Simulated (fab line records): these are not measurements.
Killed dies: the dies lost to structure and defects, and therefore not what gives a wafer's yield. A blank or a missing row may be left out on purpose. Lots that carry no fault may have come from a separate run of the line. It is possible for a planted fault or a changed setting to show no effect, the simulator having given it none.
fab line records	flow sky130
record lots=24	wafers=72	lastDay=50
route steps=708 shown CONTACT@420 VIA1@472 VIA2@528 CAPM@540 CAP2M@617
lots with no fault: from the same line, run without faults
startH: hours from the record's opening day to when the first of the lot's shown wafers began	waitH: hours elapsed since this lot's preceding step	" as in the row above	L1.1+2: a single row standing in for several wafers	- no value present, or no start provided	* or withheld: withheld	< > ~ a bound
route shown NAME@n: names a module that has steps shown in the file, with the first one's number in the route	usual: mean and standard deviation over wafers with no fault	same: alike in all rows	chamber/n: place in a boat	sites: readings site by site	_std_site: the values' standard deviation	_edge_site: inner sites' mean taken away from outer sites' mean	radiusMm: how far each site lies from the wafer's centre	mask NAME#n: copy n	behind: the most recent tool/chamber to have shaped the wafer	hold: the reason the lot was held/the length of the hold in hours/how it ended	device: which transistor (n, p or np) failed to switch	end of line: at the end of the route, the tests of the same wafers	a step without rows: its recipe alone	killed: dies lost to structure and defects at the first sort, not the wafer's yield	map: per-die view of a wafer (x killed, . not killed, _ where there is no die)
set.NAME: the run value of the setting; set.NAME@STEP: its run value at that earlier step	model.NAME: the simulator's own value behind a step, which no gauge read
one table for each step of the route and one row for each wafer, over a sample of lots
services: when a tool's chamber went out of use (startH, in hours from the record's first day, below 0 if earlier), for how many hours, and the reason
## steps
# step SKY_CONTACT_CD_MEAS_14
# recipe targetCdNm=170
# usual cdNm=169.7/1.5
lot.wafer	tool	chamber	startH	waitH	cdNm
L074.2	cdSem-01	-	727.46	-	169.7
L074.3	"	-	"	"	169.8
L074.4	"	-	"	"	168.5
L075.2	cdSem-01	-	733.80	-	170.8
L075.4	"	-	"	"	170.2
L075.5	"	-	"	"	170.1
L076.3	cdSem-01	-	744.29	-	168.8
L076.4	"	-	"	"	169.7
L076.6	"	-	"	"	168.9
L077.2	cdSem-02	-	751.90	-	167.6
L077.3	"	-	"	"	168.1
L077.4	"	-	"	"	168.3
L078.2	cdSem-01	-	764.10	-	171.6
L078.4	"	-	"	"	173.4
L078.6	"	-	"	"	172.4
L079.3	cdSem-01	-	770.52	-	168.9
L079.5	"	-	"	"	167.8
L079.6	"	-	"	"	168.4
L081.2	cdSem-02	-	782.82	-	170.1
L081.3	"	-	"	"	169.9
L081.5	"	-	"	"	170.9
L080.1	cdSem-01	-	790.70	-	169.9
L080.2	"	-	"	"	171.2
L080.4	"	-	"	"	169.8
L082.1	cdSem-01	-	795.69	-	171.5
L082.5	"	-	"	"	169.6
L082.6	"	-	"	"	170.4
L083.1	cdSem-02	-	815.64	-	171.6
L083.3	"	-	"	"	173.2
L083.4	"	-	"	"	171.6
L084.1	cdSem-02	-	835.08	-	167.6
L084.2	"	-	"	"	168.7
L084.6	"	-	"	"	168.7
L085.1	cdSem-02	-	836.83	-	167.1
L085.3	"	-	"	"	166.4
L085.4	"	-	"	"	167.0
L086.1	cdSem-02	-	839.61	-	168.6
L086.4	"	-	"	"	168.5
L086.6	"	-	"	"	167.6
L087.1	cdSem-01	-	841.03	-	170.8
L087.5	"	-	"	"	170.5
L087.6	"	-	"	"	171.1
L088.1	cdSem-01	-	847.39	-	169.4
L088.2	"	-	"	"	168.7
L088.4	"	-	"	"	169.6
L089.1	cdSem-02	-	851.58	-	169.5
L089.2	"	-	"	"	169.7
L089.6	"	-	"	"	168.7
L090.3	cdSem-02	-	854.27	-	172.6
L090.5	"	-	"	"	172.1
L090.6	"	-	"	"	170.9
L092.1	cdSem-01	-	870.66	-	168.6
L092.4	"	-	"	"	170.3
L092.5	"	-	"	"	169.2
L091.2	cdSem-02	-	871.55	-	170.4
L091.3	"	-	"	"	170.4
L091.5	"	-	"	"	171.2
L093.4	cdSem-01	-	875.79	-	169.4
L093.5	"	-	"	"	170.1
L093.6	"	-	"	"	169.3
L094.1	cdSem-01	-	883.28	-	167.7
L094.2	"	-	"	"	167.4
L094.5	"	-	"	"	168.5
L095.1	cdSem-01	-	888.73	-	168.3
L095.4	"	-	"	"	169.3
L095.6	"	-	"	"	169.2
L096.2	cdSem-01	-	891.38	-	171.5
L096.4	"	-	"	"	171.6
L096.5	"	-	"	"	173.3
L097.1	cdSem-01	-	903.99	-	170.0
L097.2	"	-	"	"	169.3
L097.3	"	-	"	"	169.5
# step SKY_VIA1_ETCH_14
# recipe chemistry=N2/H2	target=BARC	ionEnergyEv=200	sourceW=500	biasW=100	pressureMtorr=30	n2FlowSccm=100	h2FlowSccm=200	stopOn=SiO2	timeS=45.9	targetDepthA=600
# usual drypumpMotorCurrentA=5.70/0.21	n2FlowSccm=100.0/0.33	oesProductAu=0.854/0.0049	throttleValvePct=13.225/0.0096
lot.wafer	tool	chamber	startH	waitH	drypumpMotorCurrentA	n2FlowSccm	oesProductAu	rfHoursCounterH	throttleValvePct
L074.2	rieDiel-02	0	785.16	0.0	5.56	100.4	0.862	11	13.214
L074.3	"	3	"	"	6.17	99.8	0.855	8	13.232
L074.4	"	1	"	"	5.33	99.7	0.852	4	13.234
L075.2	rieDiel-04	3	790.51	0.0	5.65	100.1	0.853	27	13.234
L075.4	"	0	"	"	5.77	99.8	0.853	18	13.222
L075.5	"	3	"	"	5.66	99.6	0.868	-	13.242
L076.3	rieDiel-02	1	800.77	0.0	5.30	100.1	0.858	5	13.227
L076.4	"	3	"	"	6.18	100.0	0.850	9	13.235
L076.6	"	0	"	"	5.54	99.7	0.858	-	13.232
L077.2	rieDiel-02	0	808.25	0.0	5.56	100.1	0.851	12	13.205
L077.3	"	3	"	"	6.25	100.4	0.866	9	13.238
L077.4	"	1	"	"	5.36	100.5	0.862	5	13.206
L078.2	rieDiel-01	1	821.22	0.0	5.74	100.1	0.854	15	13.232
L078.4	"	2	"	"	6.01	100.1	0.846	24	13.215
L078.6	"	3	"	"	5.82	100.5	0.853	-	13.208
L079.3	rieDiel-01	2	827.96	0.0	6.03	99.6	0.859	24	13.221
L079.5	"	0	"	"	5.58	100.4	0.857	-	13.220
L079.6	"	1	"	"	5.75	99.7	0.864	-	13.227
L081.2	rieDiel-04	3	838.62	0.0	5.63	100.4	0.852	28	13.228
L081.3	"	1	"	"	5.69	99.7	0.848	4	13.251
L081.5	"	3	"	"	5.64	100.0	0.854	-	13.226
L080.1	rieDiel-04	1	846.17	0.0	5.68	100.4	0.853	4	13.222
L080.2	"	0	"	"	5.75	100.4	0.857	20	13.214
L080.4	"	3	"	"	5.62	99.4	0.852	-	13.215
L082.1	rieDiel-01	3	851.37	0.0	5.82	100.0	0.854	19	13.231
L082.5	"	0	"	"	5.56	100.7	0.848	-	13.230
L082.6	"	3	"	"	5.85	99.6	0.855	-	13.240
L083.1	rieDiel-01	2	871.45	0.0	6.05	100.3	0.851	0	13.231
L083.3	"	3	"	"	5.79	100.0	0.862	20	13.227
L083.4	"	1	"	"	5.75	99.8	0.857	16	13.221
L084.1	rieDiel-04	0	890.56	0.0	5.77	99.6	0.854	21	13.229
L084.2	"	1	"	"	5.67	100.3	0.849	6	13.223
L084.6	"	1	"	"	5.67	100.3	0.858	-	13.221
L085.1	rieDiel-04	2	892.20	0.0	5.48	100.0	0.847	14	13.215
L085.3	"	0	"	"	5.77	100.3	0.844	21	13.227
L085.4	"	2	"	"	5.47	100.0	0.857	-	13.223
L086.1	rieDiel-02	3	895.55	0.0	6.22	99.9	0.842	12	13.219
L086.4	"	2	"	"	5.96	99.9	0.863	10	13.240
L086.6	"	3	"	"	6.20	99.9	0.850	-	13.210
L087.1	rieDiel-04	2	896.46	0.0	5.44	100.0	0.847	15	13.226
L087.5	"	1	"	"	5.68	99.6	0.857	-	13.225
L087.6	"	2	"	"	5.47	99.8	0.853	-	13.224
L088.1	rieDiel-04	0	902.52	0.0	5.76	100.3	0.850	22	13.236
L088.2	"	1	"	"	5.68	100.1	0.853	6	13.230
L088.4	"	2	"	"	5.48	99.8	0.854	-	13.224
L089.1	rieDiel-04	1	906.40	0.0	5.66	99.9	0.848	7	13.234
L089.2	"	0	"	"	5.77	100.1	0.854	22	13.214
L089.6	"	2	"	"	5.45	99.8	0.853	-	13.226
L090.3	rieDiel-02	0	908.70	0.0	5.56	99.9	0.855	15	13.221
L090.5	"	0	"	"	5.57	100.4	0.852	-	13.218
L090.6	"	2	"	"	5.98	100.4	0.855	-	13.221
L092.1	rieDiel-04	0	924.62	0.0	5.75	99.8	0.855	23	13.253
L092.4	"	1	"	"	5.67	100.0	0.860	7	13.224
L092.5	"	3	"	"	5.63	100.1	0.852	-	13.233
L091.2	rieDiel-04	0	925.45	0.0	5.78	100.3	0.859	23	13.219
L091.3	"	2	"	"	5.49	99.8	0.855	16	13.228
L091.5	"	2	"	"	5.47	99.8	0.854	-	13.237
L093.4	rieDiel-04	2	929.27	0.0	5.47	99.6	0.857	16	13.228
L093.5	"	0	"	"	5.74	99.7	0.859	-	13.238
L093.6	"	1	"	"	5.67	100.0	0.854	-	13.226
L094.1	rieDiel-01	0	937.70	0.0	5.58	100.4	0.853	9	13.198
L094.2	"	1	"	"	5.75	99.6	0.851	18	13.211
L094.5	"	1	"	"	5.76	100.0	0.860	-	13.225
L095.1	rieDiel-02	0	942.02	0.0	5.54	100.6	0.863	16	13.229
L095.4	"	3	"	"	6.19	99.9	0.853	13	13.236
L095.6	"	1	"	"	5.29	100.6	0.850	-	13.227
L096.2	rieDiel-01	0	944.35	0.0	5.57	99.4	0.853	9	13.225
L096.4	"	2	"	"	6.00	100.4	0.857	2	13.225
L096.5	"	3	"	"	5.83	100.0	0.859	-	13.228
L097.1	rieDiel-01	0	956.72	0.0	5.56	100.2	0.851	10	13.227
L097.2	"	3	"	"	5.83	100.1	0.857	1	13.244
L097.3	"	2	"	"	6.01	100.3	0.854	2	13.214
# step SKY_VIA1_ETCH_15
# recipe target=SiO2	chemistry=C4F8/O2/Ar	targetDepthNm=351	stopOn=TiN	maskMaterial=KrF-thick	sourceW=1500	biasW=1200	pressureMtorr=40	c4f8FlowSccm=withheld	O2_flow_sccm=6	Ar_flow_sccm=300	timeS=54
# usual oesProductAu=0.982/0.0071
lot.wafer	tool	chamber	startH	waitH	oesProductAu	rfHoursCounterH
L074.2	rieDiel-02	0	785.20	0.0	0.977	11
L074.3	"	3	"	"	0.977	8
L074.4	"	1	"	"	0.975	4
L075.2	rieDiel-04	3	790.55	0.0	0.977	27
L075.4	"	0	"	"	0.980	18
L075.5	"	3	"	"	0.980	-
L076.3	rieDiel-02	1	800.81	0.0	0.977	5
L076.4	"	3	"	"	0.977	9
L076.6	"	0	"	"	0.973	-
L077.2	rieDiel-02	0	808.29	0.0	0.965	12
L077.3	"	3	"	"	0.974	9
L077.4	"	1	"	"	0.986	5
L078.2	rieDiel-01	1	821.26	0.0	0.978	15
L078.4	"	2	"	"	0.980	24
L078.6	"	3	"	"	0.980	-
L079.3	rieDiel-01	2	828.00	0.0	0.986	24
L079.5	"	0	"	"	0.977	-
L079.6	"	1	"	"	0.980	-
L081.2	rieDiel-04	3	838.66	0.0	0.981	29
L081.3	"	1	"	"	0.992	4
L081.5	"	3	"	"	0.982	-
L080.1	rieDiel-04	1	846.21	0.0	0.988	4
L080.2	"	0	"	"	0.988	20
L080.4	"	3	"	"	0.994	-
L082.1	rieDiel-01	3	851.41	0.0	0.994	19
L082.5	"	0	"	"	0.976	-
L082.6	"	3	"	"	0.982	-
L083.1	rieDiel-01	2	871.49	0.0	0.969	0
L083.3	"	3	"	"	0.991	20
L083.4	"	1	"	"	0.968	16
L084.1	rieDiel-04	0	890.60	0.0	0.989	21
L084.2	"	1	"	"	0.994	6
L084.6	"	1	"	"	0.991	-
L085.1	rieDiel-04	2	892.24	0.0	0.988	14
L085.3	"	0	"	"	0.987	21
L085.4	"	2	"	"	0.989	-
L086.1	rieDiel-02	3	895.59	0.0	0.972	12
L086.4	"	2	"	"	0.980	10
L086.6	"	3	"	"	0.981	-
L087.1	rieDiel-04	2	896.50	0.0	0.977	15
L087.5	"	1	"	"	0.982	-
L087.6	"	2	"	"	0.989	-
L088.1	rieDiel-04	0	902.56	0.0	0.982	22
L088.2	"	1	"	"	0.993	6
L088.4	"	2	"	"	0.980	-
L089.1	rieDiel-04	1	906.44	0.0	0.987	7
L089.2	"	0	"	"	0.987	22
L089.6	"	2	"	"	0.987	-
L090.3	rieDiel-02	0	908.74	0.0	0.975	15
L090.5	"	0	"	"	0.965	-
L090.6	"	2	"	"	0.976	-
L092.1	rieDiel-04	0	924.67	0.0	0.982	23
L092.4	"	1	"	"	0.998	7
L092.5	"	3	"	"	0.984	-
L091.2	rieDiel-04	0	925.49	0.0	0.987	23
L091.3	"	2	"	"	0.997	16
L091.5	"	2	"	"	0.983	-
L093.4	rieDiel-04	2	929.32	0.0	0.980	16
L093.5	"	0	"	"	0.974	-
L093.6	"	1	"	"	0.985	-
L094.1	rieDiel-01	0	937.74	0.0	0.979	9
L094.2	"	1	"	"	0.968	18
L094.5	"	1	"	"	0.970	-
L095.1	rieDiel-02	0	942.07	0.0	0.974	16
L095.4	"	3	"	"	0.986	13
L095.6	"	1	"	"	0.982	-
L096.2	rieDiel-01	0	944.39	0.0	0.988	9
L096.4	"	2	"	"	0.982	2
L096.5	"	3	"	"	0.978	-
L097.1	rieDiel-01	0	956.77	0.0	0.997	10
L097.2	"	3	"	"	0.983	1
L097.3	"	2	"	"	0.987	2
# step SKY_VIA2_CVD_21
# recipe material=W	targetThkNm=420	timeS=126.4	tempC=400	pressureTorr=40
# usual heaterPowerW=845/52	susceptorTempC=399.96/0.22
lot.wafer	tool	chamber	startH	waitH	heaterPowerW	susceptorTempC
L074.2	cvdW-01	0	842.27	0.0	856	400.11
L074.3	"	1	"	"	835	399.76
L074.4	"	0	"	"	862	399.97
L075.2	cvdW-02	0	846.43	0.0	795	399.80
L075.4	"	0	"	"	778	399.69
L075.5	"	0	"	"	781	400.07
L076.3	cvdW-02	1	857.09	0.1	959	399.85
L076.4	"	0	"	"	797	399.68
L076.6	"	1	"	"	949	400.00
L077.2	cvdW-01	0	864.06	0.0	870	399.65
L077.3	"	0	"	"	862	399.71
L077.4	"	1	"	"	835	399.97
L078.2	cvdW-01	0	876.34	0.0	837	400.08
L078.4	"	1	"	"	818	400.13
L078.6	"	1	"	"	813	399.70
L079.3	cvdW-02	1	883.31	0.1	966	399.71
L079.5	"	0	"	"	793	400.04
L079.6	"	1	"	"	940	400.00
L081.2	cvdW-01	0	894.40	0.0	847	400.25
L081.3	"	1	"	"	840	399.81
L081.5	"	1	"	"	832	400.24
L080.1	cvdW-02	1	902.18	0.0	967	400.18
L080.2	"	0	"	"	789	399.70
L080.4	"	0	"	"	799	400.15
L082.1	cvdW-01	1	906.87	0.0	839	399.73
L082.5	"	0	"	"	875	399.89
L082.6	"	1	"	"	832	400.05
L083.1	cvdW-01	0	927.15	0.0	848	399.87
L083.3	"	0	"	"	860	400.00
L083.4	"	1	"	"	840	399.96
L084.1	cvdW-01	0	944.92	0.0	852	400.17
L084.2	"	1	"	"	827	399.73
L084.6	"	1	"	"	841	399.94
L085.1	cvdW-01	0	946.05	0.0	848	399.47
L085.3	"	0	"	"	843	399.81
L085.4	"	1	"	"	821	400.11
L086.1	cvdW-01	0	949.11	0.0	863	399.45
L086.4	"	1	"	"	837	400.27
L086.6	"	1	"	"	825	399.98
L087.1	cvdW-02	1	950.09	0.0	908	400.21
L087.5	"	0	"	"	737	399.87
L087.6	"	1	"	"	894	400.08
L088.1	cvdW-01	1	955.70	0.0	809	400.00
L088.2	"	0	"	"	846	400.25
L088.4	"	0	"	"	843	399.86
L089.1	cvdW-01	0	959.33	0.0	834	399.79
L089.2	"	1	"	"	820	400.13
L089.6	"	1	"	"	834	399.90
L090.3	cvdW-01	0	961.50	0.1	860	400.15
L090.5	"	0	"	"	842	400.00
L090.6	"	1	"	"	835	400.06
L092.1	cvdW-01	1	977.20	0.0	838	399.85
L092.4	"	1	"	"	834	399.91
L092.5	"	1	"	"	819	399.61
L091.2	cvdW-02	1	977.72	0.0	913	399.86
L091.3	"	1	"	"	906	400.35
L091.5	"	1	"	"	926	400.30
L093.4	cvdW-01	1	982.27	0.1	822	399.95
L093.5	"	1	"	"	860	399.90
L093.6	"	0	"	"	877	400.39
L094.1	cvdW-01	1	990.45	0.0	845	399.83
L094.2	"	0	"	"	863	400.14
L094.5	"	1	"	"	844	399.76
L095.1	cvdW-02	0	993.32	0.0	741	400.03
L095.4	"	1	"	"	903	400.04
L095.6	"	1	"	"	905	400.16
L096.2	cvdW-01	1	996.51	0.1	833	400.39
L096.4	"	1	"	"	836	400.04
L096.5	"	1	"	"	844	399.92
L097.1	cvdW-02	0	1008.50	0.0	747	400.01
L097.2	"	1	"	"	903	399.97
L097.3	"	1	"	"	874	399.79
# step SKY_CAPM_RS_MEAS_03
# recipe thkMeasGauge=four-point-probe	reads=TiN_of_CAPM_SPUTTER_02
# usual CAPM_TIN_RS=6.67/0.08
lot.wafer	tool	chamber	startH	waitH	CAPM_TIN_RS[ohm/sq]
L074.2	filmMetro-02	-	843.24	0.1	6.69
L074.3	"	-	"	"	6.89
L074.4	"	-	"	"	6.74
L075.2	filmMetro-01	-	847.42	0.1	6.70
L075.4	"	-	"	"	6.67
L075.5	"	-	"	"	6.77
L076.3	filmMetro-01	-	858.04	0.1	6.83
L076.4	"	-	"	"	6.59
L076.6	"	-	"	"	6.71
L077.2	filmMetro-04	-	865.03	0.1	6.55
L077.3	"	-	"	"	6.57
L077.4	"	-	"	"	6.82
L078.2	filmMetro-02	-	877.32	0.1	6.81
L078.4	"	-	"	"	6.65
L078.6	"	-	"	"	6.67
L079.3	filmMetro-01	-	884.27	0.1	6.71
L079.5	"	-	"	"	6.75
L079.6	"	-	"	"	6.78
L081.2	filmMetro-02	-	895.38	0.1	6.61
L081.3	"	-	"	"	6.60
L081.5	"	-	"	"	6.62
L080.1	filmMetro-02	-	903.13	0.1	6.62
L080.2	"	-	"	"	6.65
L080.4	"	-	"	"	6.62
L082.1	filmMetro-04	-	907.82	0.1	6.62
L082.5	"	-	"	"	6.53
L082.6	"	-	"	"	6.68
L083.1	filmMetro-02	-	928.11	0.1	6.59
L083.3	"	-	"	"	6.61
L083.4	"	-	"	"	6.74
L084.1	filmMetro-01	-	945.88	0.1	6.82
L084.2	"	-	"	"	6.71
L084.6	"	-	"	"	6.68
L085.1	filmMetro-01	-	947.00	0.1	6.73
L085.3	"	-	"	"	6.62
L085.4	"	-	"	"	6.62
L086.1	filmMetro-01	-	950.07	0.1	6.60
L086.4	"	-	"	"	6.55
L086.6	"	-	"	"	6.66
L087.1	filmMetro-01	-	951.27	0.1	6.69
L087.5	"	-	"	"	6.68
L087.6	"	-	"	"	6.61
L088.1	filmMetro-01	-	956.66	0.1	6.59
L088.2	"	-	"	"	6.69
L088.4	"	-	"	"	6.67
L089.1	filmMetro-01	-	960.29	0.1	6.54
L089.2	"	-	"	"	6.52
L089.6	"	-	"	"	6.59
L090.3	filmMetro-02	-	962.45	0.1	6.60
L090.5	"	-	"	"	6.51
L090.6	"	-	"	"	6.68
L092.1	filmMetro-02	-	978.15	0.1	6.70
L092.4	"	-	"	"	6.80
L092.5	"	-	"	"	6.63
L091.2	filmMetro-02	-	978.70	0.1	6.69
L091.3	"	-	"	"	6.84
L091.5	"	-	"	"	6.74
L093.4	filmMetro-02	-	983.24	0.1	6.58
L093.5	"	-	"	"	6.62
L093.6	"	-	"	"	6.70
L094.1	filmMetro-04	-	991.40	0.1	6.48
L094.2	"	-	"	"	6.68
L094.5	"	-	"	"	6.64
L095.1	filmMetro-04	-	994.28	0.1	6.73
L095.4	"	-	"	"	6.78
L095.6	"	-	"	"	6.64
L096.2	filmMetro-02	-	997.58	0.1	6.54
L096.4	"	-	"	"	6.64
L096.5	"	-	"	"	6.53
L097.1	filmMetro-01	-	1009.45	0.1	6.65
L097.2	"	-	"	"	6.60
L097.3	"	-	"	"	6.73
# step SKY_CAP2M_STRIP_14
# recipe chemistry=O2/N2	powerW=1400	pressureMtorr=1500	platenTempC=withheld	o2FlowSccm=3000	n2FlowSccm=300	overashFraction=0.5
# usual drypumpMotorCurrentA=5.77/0.26	n2FlowSccm=299.8/0.86	oesProductAu=0.710/0.0046	stripTimeToEndpointS=12.70/0.063
lot.wafer	tool	chamber	startH	waitH	drypumpMotorCurrentA	n2FlowSccm	oesProductAu	rfHoursCounterH	stripTimeToEndpointS
L074.2	plasmaAsher-02	1	948.17	0.1	5.46	299.8	0.701	116	12.69
L074.3	"	1	"	"	5.47	300.0	0.707	-	12.66
L074.4	"	0	"	"	5.72	300.4	0.706	-	12.71
L075.2	plasmaAsher-04	0	953.42	0.1	6.18	299.4	0.717	21	12.68
L075.4	"	0	"	"	6.17	299.3	0.708	-	12.63
L075.5	"	1	"	"	5.76	299.3	0.701	-	12.60
L076.3	plasmaAsher-04	1	961.48	0.1	5.77	297.4	0.714	-	12.77
L076.4	"	0	"	"	6.17	298.9	0.709	-	12.75
L076.6	"	1	"	"	5.79	298.1	0.712	-	12.74
L077.2	plasmaAsher-04	1	967.45	0.1	5.79	300.7	0.709	22	12.72
L077.3	"	0	"	"	6.17	299.1	0.707	-	12.74
L077.4	"	1	"	"	5.78	299.8	0.719	-	12.76
L078.2	plasmaAsher-02	0	979.82	0.1	5.73	298.7	0.706	120	12.64
L078.4	"	1	"	"	5.47	299.6	0.718	-	12.74
L078.6	"	0	"	"	5.74	298.4	0.715	-	12.74
L079.3	plasmaAsher-04	1	986.83	0.1	5.82	299.9	0.713	-	12.78
L079.5	"	1	"	"	5.80	300.8	0.717	-	12.73
L079.6	"	0	"	"	6.15	299.7	0.711	-	12.73
L081.2	plasmaAsher-04	1	996.85	0.1	5.79	301.4	0.723	26	12.73
L081.3	"	1	"	"	5.78	300.1	0.713	-	12.65
L081.5	"	1	"	"	5.78	301.4	0.711	-	12.68
L080.1	plasmaAsher-01	1	1004.00	0.1	5.41	300.6	0.709	84	12.71
L080.2	"	0	"	"	6.00	299.6	0.711	84	12.78
L080.4	"	1	"	"	5.43	300.7	0.711	-	12.74
L082.1	plasmaAsher-02	1	1009.05	0.1	5.48	299.8	0.711	123	12.73
L082.5	"	0	"	"	5.71	298.3	0.715	-	12.73
L082.6	"	1	"	"	5.46	300.4	0.704	-	12.69
L083.1	plasmaAsher-02	0	1026.59	0.1	5.71	300.8	0.704	125	12.72
L083.3	"	0	"	"	5.72	300.9	0.711	-	12.72
L083.4	"	1	"	"	5.46	298.5	0.707	-	12.75
L084.1	plasmaAsher-02	1	1042.70	0.1	5.48	300.8	0.712	127	12.66
L084.2	"	0	"	"	5.73	299.1	0.712	127	12.62
L084.6	"	1	"	"	5.46	301.3	0.706	-	12.63
L085.1	plasmaAsher-02	1	1044.95	0.1	5.47	299.4	0.711	127	12.69
L085.3	"	0	"	"	5.73	299.2	0.716	-	12.73
L085.4	"	1	"	"	5.47	299.2	0.717	-	12.73
L086.1	plasmaAsher-04	0	1047.05	0.1	6.19	300.1	0.709	31	12.57
L086.4	"	0	"	"	6.19	300.2	0.711	-	12.52
L086.6	"	1	"	"	5.77	299.9	0.710	-	12.55
L087.1	plasmaAsher-02	0	1047.99	0.1	5.73	298.9	0.712	127	12.77
L087.5	"	1	"	"	5.47	299.8	0.703	-	12.78
L087.6	"	0	"	"	5.75	299.6	0.710	-	12.75
L088.1	plasmaAsher-04	0	1053.42	0.1	6.18	299.8	0.704	31	12.65
L088.2	"	1	"	"	5.78	299.6	0.705	31	12.65
L088.4	"	0	"	"	6.17	299.4	0.711	-	12.62
L089.1	plasmaAsher-01	1	1056.10	0.1	5.41	301.7	0.717	90	12.60
L089.2	"	0	"	"	6.01	299.6	0.706	90	12.64
L089.6	"	1	"	"	5.43	301.0	0.707	-	12.62
L090.3	plasmaAsher-01	1	1057.79	0.1	5.42	299.9	0.714	-	12.74
L090.5	"	0	"	"	6.01	300.8	0.714	-	12.76
L090.6	"	1	"	"	5.42	299.4	0.711	-	12.74
L092.1	plasmaAsher-02	0	1071.97	0.1	5.72	299.1	0.715	1	12.65
L092.4	"	1	"	"	5.48	300.5	0.708	-	12.65
L092.5	"	1	"	"	5.46	299.7	0.712	-	12.67
L091.2	plasmaAsher-02	1	1072.40	0.1	5.47	300.3	0.719	1	12.76
L091.3	"	0	"	"	5.73	300.0	0.709	-	12.75
L091.5	"	0	"	"	5.73	300.6	0.702	-	12.78
L093.4	plasmaAsher-02	1	1076.35	0.1	5.49	300.2	0.710	-	12.64
L093.5	"	1	"	"	5.47	299.5	0.712	-	12.65
L093.6	"	0	"	"	5.73	299.6	0.708	-	12.60
L094.1	plasmaAsher-01	0	1081.78	0.1	6.01	300.9	0.706	93	12.74
L094.2	"	1	"	"	5.43	300.3	0.712	93	12.74
L094.5	"	1	"	"	5.46	302.1	0.715	-	12.70
L095.1	plasmaAsher-04	1	1086.80	0.1	5.81	301.5	0.705	35	12.75
L095.4	"	0	"	"	6.19	301.4	0.708	-	12.83
L095.6	"	1	"	"	5.80	300.6	0.711	-	12.75
L096.2	plasmaAsher-01	1	1090.40	0.1	5.45	298.4	0.709	94	12.73
L096.4	"	1	"	"	5.45	299.3	0.710	-	12.78
L096.5	"	0	"	"	5.99	299.5	0.710	-	12.74
L097.1	plasmaAsher-04	0	1097.80	0.1	6.17	300.4	0.712	36	12.78
L097.2	"	1	"	"	5.79	300.1	0.706	36	12.78
L097.3	"	0	"	"	6.18	299.4	0.707	-	12.74
## services
tool	chamber	startH	hours	kind
rieDiel-04	3	775.70	3.2	repair
rieDiel-02	-	788.51	1.0	repair
rieDiel-01	3	793.16	11.3	repair
plasmaAsher-02	-	805.75	3.1	repair
plasmaAsher-04	-	809.69	4.1	repair
plasmaAsher-04	-	815.51	2.8	pm
rieDiel-04	2	842.70	3.6	repair
rieDiel-04	2	849.95	2.7	repair
rieDiel-02	2	852.15	9.6	repair
rieDiel-04	3	873.99	9.7	repair
plasmaAsher-02	-	898.92	14.6	pm
rieDiel-02	3	908.26	4.2	repair
rieDiel-01	-	918.22	15.6	pm
cvdW-01	-	930.97	2.8	pm
rieDiel-04	0	958.54	4.1	repair
plasmaAsher-04	-	959.73	1.6	repair
rieDiel-01	1	961.76	5.0	repair
rieDiel-02	1	970.38	13.2	repair
cvdW-01	0	995.70	17.6	repair
rieDiel-02	1	1031.89	1.4	repair
rieDiel-02	3	1053.26	10.1	repair
plasmaAsher-02	-	1055.25	9.0	pm
rieDiel-01	-	1092.01	2.8	pm
rieDiel-01	-	1096.63	0.5	repair
## key
fault none
